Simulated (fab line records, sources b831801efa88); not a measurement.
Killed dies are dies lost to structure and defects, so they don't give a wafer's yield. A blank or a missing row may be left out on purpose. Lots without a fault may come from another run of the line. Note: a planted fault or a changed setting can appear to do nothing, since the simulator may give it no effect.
fab line records -- flow sky130
[record] lots = 12, wafers = 36, last_day = 51
route steps=708 shown SONOS_ONO@182 GATE_OXIDE@197 POLY_GATE@231
lots untouched by any fault: they come from a run of this same line in which no faults occurred
start_h: the number of hours between the record's first day and the start of the first shown wafer of the lot -- wait_h: how many hours have passed since the lot's step before this one -- " repeats the value in the row above -- L1.1+2: a single row standing in for several wafers -- - no value present, or no start provided -- * or withheld: withheld -- < > ~ a bound
route shown NAME@n: names a module that has steps shown in the file, with the first one's number in the route -- usual: average and standard deviation across the fault-free wafers -- same: alike in all rows -- chamber/n: place in a boat -- sites: readings site by site -- _std_site: how widely they spread, as a standard deviation -- _edge_site: inner sites' mean taken away from outer sites' mean -- radius_mm: for every site, how far away it sits from the centre of the wafer -- mask NAME#n: copy n -- behind: the tool/chamber that last shaped the wafer -- hold: why the lot went on hold/how many hours it stayed there/how the hold came to an end -- device: which transistor (n, p or np) failed to switch -- end of line: tests run on the same wafers once the route is complete -- where a step has no rows: the recipe by itself -- killed: dies lost to structure and defects at the first sort, not the wafer's yield -- map: shows each die of a wafer: x if killed, . if not, _ if none is there
set.NAME: the run value of the setting; set.NAME@STEP: its run value at that earlier step -- model.NAME: the simulator's own value behind a step, which no gauge read
the route's steps for a sample of lots (tables are steps, rows are wafers)
services: the hour from which a tool's chamber was out of use, counted from the record's first day as start_h (under 0 if before that day), plus the number of hours and why
[[steps]]
[step SKY_SONOS_ONO_OVL_MEAS_14]
[usual] SONOS_ONO_OVL = -0.9/1.3
lot.wafer,tool,chamber,start_h,wait_h,SONOS_ONO_OVL[nm]
L215.1,overlay-02,-,286.02,0.1,-0.5
L215.2,overlay-02,-,286.02,0.1,1.0
L215.3,overlay-02,-,286.02,0.1,-0.3
L218.1,overlay-01,-,312.48,0.1,-2.0
L218.2,overlay-01,-,312.48,0.1,-1.2
L218.5,overlay-01,-,312.48,0.1,1.3
L219.1,overlay-01,-,314.87,0.1,-1.0
L219.4,overlay-01,-,314.87,0.1,-1.7
L219.6,overlay-01,-,314.87,0.1,-0.5
L220.1,overlay-01,-,324.77,0.1,-1.2
L220.2,overlay-01,-,324.77,0.1,-2.1
L220.5,overlay-01,-,324.77,0.1,-2.9
L221.1,overlay-01,-,330.02,0.1,-0.1
L221.2,overlay-01,-,330.02,0.1,0.2
L221.3,overlay-01,-,330.02,0.1,-0.2
L223.1,overlay-02,-,353.97,0.1,0.5
L223.2,overlay-02,-,353.97,0.1,-0.2
L223.4,overlay-02,-,353.97,0.1,0.3
L224.1,overlay-01,-,355.87,0.1,-1.1
L224.4,overlay-01,-,355.87,0.1,-1.1
L224.6,overlay-01,-,355.87,0.1,-1.8
L228.4,overlay-01,-,387.19,0.1,-0.8
L228.5,overlay-01,-,387.19,0.1,-0.5
L228.6,overlay-01,-,387.19,0.1,-0.2
L235.1,overlay-01,-,447.97,0.1,-0.8
L235.2,overlay-01,-,447.97,0.1,-0.4
L235.6,overlay-01,-,447.97,0.1,-0.5
L237.1,overlay-01,-,464.18,0.1,-0.7
L237.3,overlay-01,-,464.18,0.1,1.3
L237.4,overlay-01,-,464.18,0.1,-1.4
L236.1,overlay-01,-,468.07,0.1,-0.5
L236.2,overlay-01,-,468.07,0.1,-1.5
L236.4,overlay-01,-,468.07,0.1,-1.5
L238.1,overlay-02,-,484.37,0.1,0.5
L238.5,overlay-02,-,484.37,0.1,0.0
L238.6,overlay-02,-,484.37,0.1,-0.6
[step SKY_SONOS_ONO_STRIP_17]
[recipe] chemistry = O2/N2, power_w = 1400, pressure_mtorr = 1500, platen_temp_c = withheld, o2_flow_sccm = 3000, n2_flow_sccm = 300, overash_fraction = 0.5
[usual] drypump_motor_current_A = 6.0/0.45, oes_product_au = 0.710/0.0046, strip_time_to_endpoint_s = 14.09/0.036
lot.wafer,tool,chamber,start_h,wait_h,drypump_motor_current_A,oes_product_au,rf_hours_counter_h,strip_time_to_endpoint_s
L215.1,plasma_asher-03,0,286.17,0.0,5.8,0.708,58,14.02
L215.2,plasma_asher-03,1,286.17,0.0,6.5,0.715,58,14.00
L215.3,plasma_asher-03,0,286.17,0.0,5.8,0.713,-,14.04
L218.1,plasma_asher-03,0,312.63,0.0,5.8,0.705,61,14.02
L218.2,plasma_asher-03,1,312.63,0.0,6.5,0.712,61,14.06
L218.5,plasma_asher-03,0,312.63,0.0,5.8,0.699,-,14.03
L219.1,plasma_asher-02,1,315.02,0.0,5.2,0.711,20,14.17
L219.4,plasma_asher-02,1,315.02,0.0,5.2,0.705,-,14.13
L219.6,plasma_asher-02,0,315.02,0.0,6.3,0.716,-,14.12
L220.1,plasma_asher-03,1,324.92,0.0,6.5,0.713,62,14.09
L220.2,plasma_asher-03,0,324.92,0.0,5.8,0.712,62,14.11
L220.5,plasma_asher-03,1,324.92,0.0,6.5,0.713,-,14.11
L221.1,plasma_asher-02,0,330.17,0.0,6.3,0.714,21,14.07
L221.2,plasma_asher-02,1,330.17,0.0,5.2,0.713,21,14.09
L221.3,plasma_asher-02,1,330.17,0.0,5.2,0.704,-,14.12
L223.1,plasma_asher-03,1,354.12,0.0,6.5,0.695,65,14.11
L223.2,plasma_asher-03,0,354.12,0.0,5.8,0.713,65,14.12
L223.4,plasma_asher-03,1,354.12,0.0,6.5,0.711,-,14.11
L224.1,plasma_asher-04,1,356.02,0.0,6.2,0.712,67,14.03
L224.4,plasma_asher-04,0,356.02,0.0,6.1,0.703,-,14.10
L224.6,plasma_asher-04,1,356.02,0.0,6.2,0.708,-,14.04
L228.4,plasma_asher-03,1,387.36,0.0,6.5,0.714,-,14.12
L228.5,plasma_asher-03,0,387.36,0.0,5.8,0.707,-,14.12
L228.6,plasma_asher-03,1,387.36,0.0,6.5,0.712,-,14.12
L235.1,plasma_asher-04,0,448.12,0.0,6.1,0.715,2,14.06
L235.2,plasma_asher-04,1,448.12,0.0,6.2,0.715,2,14.10
L235.6,plasma_asher-04,1,448.12,0.0,6.2,0.701,-,14.09
L237.1,plasma_asher-04,0,464.34,0.0,6.1,0.701,3,14.07
L237.3,plasma_asher-04,1,464.34,0.0,6.2,0.721,-,14.08
L237.4,plasma_asher-04,0,464.34,0.0,6.1,0.706,-,14.05
L236.1,plasma_asher-04,0,468.39,0.1,6.1,0.710,4,14.14
L236.2,plasma_asher-04,1,468.39,0.1,6.2,0.712,4,14.19
L236.4,plasma_asher-04,0,468.39,0.1,6.0,0.720,-,14.14
L238.1,plasma_asher-02,0,484.60,0.0,6.3,0.719,32,14.11
L238.5,plasma_asher-02,0,484.60,0.0,6.3,0.704,-,14.08
L238.6,plasma_asher-02,1,484.60,0.0,5.2,0.712,-,14.14
[step SKY_GATE_OXIDE_OVL_MEAS_10]
[usual] GATE_OXIDE_OVL = -0.2/1.3
lot.wafer,tool,chamber,start_h,wait_h,GATE_OXIDE_OVL[nm]
L215.1,overlay-01,-,314.51,0.1,-1.0
L215.2,overlay-01,-,314.51,0.1,-0.3
L215.3,overlay-01,-,314.51,0.1,-0.9
L218.1,overlay-01,-,340.34,0.1,-0.8
L218.2,overlay-01,-,340.34,0.1,0.1
L218.5,overlay-01,-,340.34,0.1,-0.9
L219.1,overlay-02,-,344.81,0.1,-0.5
L219.4,overlay-02,-,344.81,0.1,-0.1
L219.6,overlay-02,-,344.81,0.1,-0.6
L220.1,overlay-01,-,353.44,0.1,0.7
L220.2,overlay-01,-,353.44,0.1,1.8
L220.5,overlay-01,-,353.44,0.1,-1.5
L221.1,overlay-02,-,360.69,0.1,0.1
L221.2,overlay-02,-,360.69,0.1,0.8
L221.3,overlay-02,-,360.69,0.1,3.0
L223.1,overlay-01,-,385.29,0.1,-0.9
L223.2,overlay-01,-,385.29,0.1,-0.9
L223.4,overlay-01,-,385.29,0.1,1.4
L224.1,overlay-02,-,387.65,0.1,0.8
L224.4,overlay-02,-,387.65,0.1,1.9
L224.6,overlay-02,-,387.65,0.1,0.0
L228.4,overlay-02,-,418.88,0.1,-1.2
L228.5,overlay-02,-,418.88,0.1,0.8
L228.6,overlay-02,-,418.88,0.1,1.4
L235.1,overlay-01,-,482.45,0.1,0.5
L235.2,overlay-01,-,482.45,0.1,-0.4
L235.6,overlay-01,-,482.45,0.1,0.6
L237.1,overlay-01,-,496.74,0.1,-1.3
L237.3,overlay-01,-,496.74,0.1,-1.7
L237.4,overlay-01,-,496.74,0.1,-2.6
L236.1,overlay-01,-,500.99,0.1,0.1
L236.2,overlay-01,-,500.99,0.1,-2.0
L236.4,overlay-01,-,500.99,0.1,-0.5
L238.1,overlay-02,-,517.29,0.1,0.1
L238.5,overlay-02,-,517.29,0.1,-0.6
L238.6,overlay-02,-,517.29,0.1,-1.6
[step SKY_POLY_GATE_ETCH_17]
[recipe] target_depth_nm = 180, stop_on = SiO2, over_etch_frac = 0.56667, chemistry = HBr/Cl2, target = poly-Si, icp_w = 400, bias_w = 100, pressure_mtorr = 10, HBr_flow_sccm = 150, Cl2_flow_sccm = 50, time_s = 70.5
[usual] drypump_motor_current_A = 5.9/0.56, oes_product_au = 0.991/0.01, throttle_valve_pct = 33.684/0.0095
lot.wafer,tool,chamber,start_h,wait_h,drypump_motor_current_A,oes_product_au,rf_hours_counter_h,throttle_valve_pct
L215.1,rie_si-02,2,373.63,0.0,4.9,1.000,82,33.679
L215.2,rie_si-02,3,373.63,0.0,5.2,0.993,3,33.693
L215.3,rie_si-02,0,373.63,0.0,6.4,1.011,0,33.695
L218.1,rie_si-02,0,405.15,0.0,6.4,0.998,1,33.685
L218.2,rie_si-02,2,405.15,0.0,4.9,0.996,0,33.688
L218.5,rie_si-02,0,405.15,0.0,6.4,1.004,-,33.670
L220.1,rie_si-02,2,427.00,0.0,4.8,0.982,0,33.691
L220.2,rie_si-02,0,427.00,0.0,6.4,0.996,1,33.697
L220.5,rie_si-02,2,427.00,0.0,4.8,0.984,-,33.667
L221.1,rie_si-01,0,427.24,0.0,6.6,0.995,28,33.682
L221.2,rie_si-01,3,427.24,0.0,6.2,0.979,75,33.688
L221.3,rie_si-01,2,427.24,0.0,5.7,0.993,5,33.687
L219.1,rie_si-02,3,427.35,0.0,5.2,0.975,4,33.678
L219.4,rie_si-02,1,427.35,0.0,6.2,0.991,16,33.697
L219.6,rie_si-02,3,427.35,0.0,5.2,0.964,-,33.699
L223.1,rie_si-01,0,451.74,0.0,6.5,0.998,29,33.690
L223.2,rie_si-01,1,451.74,0.0,5.9,1.016,0,33.683
L223.4,rie_si-01,0,451.74,0.0,6.5,0.988,-,33.681
L224.1,rie_si-01,0,454.64,0.0,6.5,0.995,29,33.675
L224.4,rie_si-01,2,454.64,0.0,5.7,0.997,-,33.700
L224.6,rie_si-01,1,454.64,0.0,5.8,1.015,-,33.687
L228.4,rie_si-01,1,486.79,0.0,5.9,1.004,1,33.664
L228.5,rie_si-01,3,486.79,0.0,6.2,1.015,-,33.687
L228.6,rie_si-01,0,486.79,0.0,6.5,0.982,-,33.680
L235.1,rie_si-02,1,549.34,0.0,6.2,0.998,17,33.701
L235.2,rie_si-02,2,549.34,0.0,4.9,1.004,1,33.697
L235.6,rie_si-02,3,549.34,0.0,5.2,0.985,-,33.662
L237.1,rie_si-01,2,564.23,0.0,5.7,0.997,6,33.685
L237.3,rie_si-01,0,564.23,0.0,6.5,0.988,29,33.676
L237.4,rie_si-01,3,564.23,0.0,6.2,0.983,0,33.672
L236.1,rie_si-02,3,567.64,0.0,5.2,0.981,5,33.674
L236.2,rie_si-02,0,567.64,0.0,6.4,0.982,2,33.691
L236.4,rie_si-02,2,567.64,0.0,4.8,0.993,1,33.701
L238.1,rie_si-02,0,583.74,0.0,6.3,0.990,2,33.685
L238.5,rie_si-02,0,583.74,0.0,6.3,0.986,-,33.700
L238.6,rie_si-02,1,583.74,0.0,6.2,0.993,-,33.667
[step SKY_POLY_GATE_STRIP_18]
[recipe] chemistry = O2/N2, power_w = 1400, pressure_mtorr = 1500, platen_temp_c = withheld, o2_flow_sccm = 3000, n2_flow_sccm = 300, overash_fraction = 0.5
[usual] drypump_motor_current_A = 6.0/0.43, oes_product_au = 0.361/0.0054, strip_time_to_endpoint_s = 3.18/0.046
lot.wafer,tool,chamber,start_h,wait_h,drypump_motor_current_A,oes_product_au,rf_hours_counter_h,strip_time_to_endpoint_s
L215.1,plasma_asher-03,1,373.69,0.0,6.5,0.365,68,3.21
L215.2,plasma_asher-03,0,373.69,0.0,5.8,0.362,68,3.19
L215.3,plasma_asher-03,1,373.69,0.0,6.5,0.359,-,3.17
L218.1,plasma_asher-03,0,405.20,0.0,5.8,0.360,71,3.14
L218.2,plasma_asher-03,1,405.20,0.0,6.5,0.345,71,3.14
L218.5,plasma_asher-03,1,405.20,0.0,6.5,0.359,-,3.14
L220.1,plasma_asher-02,0,427.05,0.0,6.4,0.355,25,3.18
L220.2,plasma_asher-02,1,427.05,0.0,5.2,0.350,25,3.10
L220.5,plasma_asher-02,0,427.05,0.0,6.4,0.352,-,3.16
L221.1,plasma_asher-03,0,427.30,0.0,5.8,0.355,73,3.15
L221.2,plasma_asher-03,1,427.30,0.0,6.5,0.368,73,3.23
L221.3,plasma_asher-03,1,427.30,0.0,6.5,0.352,-,3.12
L219.1,plasma_asher-01,1,427.40,0.0,5.9,0.363,61,3.30
L219.4,plasma_asher-01,1,427.40,0.0,5.9,0.357,-,3.21
L219.6,plasma_asher-01,1,427.40,0.0,5.9,0.374,-,3.31
L223.1,plasma_asher-02,1,451.80,0.0,5.2,0.368,28,3.23
L223.2,plasma_asher-02,0,451.80,0.0,6.3,0.367,28,3.14
L223.4,plasma_asher-02,0,451.80,0.0,6.3,0.359,-,3.17
L224.1,plasma_asher-02,1,454.70,0.0,5.2,0.373,28,3.24
L224.4,plasma_asher-02,1,454.70,0.0,5.2,0.363,-,3.25
L224.6,plasma_asher-02,1,454.70,0.0,5.2,0.351,-,3.16
L228.4,plasma_asher-01,0,486.88,0.1,6.2,0.358,-,3.15
L228.5,plasma_asher-01,1,486.88,0.1,5.9,0.351,-,2.90
L228.6,plasma_asher-01,0,486.88,0.1,6.2,0.362,-,3.28
L235.1,plasma_asher-02,0,549.40,0.0,6.3,0.361,38,3.13
L235.2,plasma_asher-02,1,549.40,0.0,5.2,0.367,38,3.18
L235.6,plasma_asher-02,1,549.40,0.0,5.2,0.354,-,3.12
L237.1,plasma_asher-03,1,564.28,0.0,6.5,0.364,85,3.16
L237.3,plasma_asher-03,1,564.28,0.0,6.5,0.359,-,3.24
L237.4,plasma_asher-03,0,564.28,0.0,5.8,0.366,-,3.16
L236.1,plasma_asher-01,0,567.70,0.0,6.2,0.365,76,3.25
L236.2,plasma_asher-01,1,567.70,0.0,5.9,0.359,76,3.27
L236.4,plasma_asher-01,1,567.70,0.0,5.9,0.356,-,3.17
L238.1,plasma_asher-01,1,583.80,0.0,5.9,0.359,78,3.15
L238.5,plasma_asher-01,0,583.80,0.0,6.2,0.359,-,3.17
L238.6,plasma_asher-01,1,583.80,0.0,5.9,0.363,-,3.24
[[services]]
tool,chamber,start_h,hours,kind
rie_si-01,2,300.72,13.9,repair
rie_si-01,-,312.59,0.4,repair
rie_si-02,0,334.09,-,clean
plasma_asher-02,-,338.67,50.1,pm
rie_si-01,-,341.31,80.0,repair
rie_si-01,1,390.92,1.0,repair
rie_si-02,1,392.72,7.9,repair
plasma_asher-01,-,413.22,0.4,repair
plasma_asher-04,-,421.25,9.0,pm
plasma_asher-03,-,449.51,0.4,repair
rie_si-02,-,451.01,14.6,pm
plasma_asher-03,-,461.41,14.6,pm
plasma_asher-02,-,482.00,0.3,repair
rie_si-01,1,487.67,19.8,repair
rie_si-02,-,493.67,15.6,pm
rie_si-01,-,511.19,0.3,repair
rie_si-01,3,518.22,9.2,repair
plasma_asher-03,-,527.25,6.4,repair
plasma_asher-04,-,538.73,4.2,repair
plasma_asher-01,-,544.60,0.6,repair
rie_si-01,1,550.96,3.5,repair
rie_si-01,1,556.21,5.7,repair
rie_si-01,-,561.91,0.4,repair
plasma_asher-03,-,571.70,0.3,repair
[[key]]
[first_sign] step = SKY_POLY_GATE_STRIP_18, reading = strip_time_to_endpoint_s, direction = down, sigmas = 6, usual = *, struck = *
effect none on later readings
met_at SKY_POLY_GATE_ETCH_17
struck_lots L228
struck_wafers L228.5
tester_left_out L228
not_acting_at SKY_SONOS_ONO_OVL_MEAS_14,SKY_SONOS_ONO_STRIP_17,SKY_GATE_OXIDE_OVL_MEAS_10
onset_between 454.64 486.79
[fault] kind = process_parameter_drift, tool = rie_si-01, chamber = -, onset_h = 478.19, steps = SKY_POLY_GATE_ETCH_17, channel = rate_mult, offset = 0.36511, shape = step, end_h = 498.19, scope = struck_wafers_only
// tester_left_out: of these lots the tester's yield and bins aren't shown, on N5 and GAA mostly nor the transistor test; their killed dies are dies lost to structure and defects alone, not to doping, threshold or leakage, so they don't give the yield
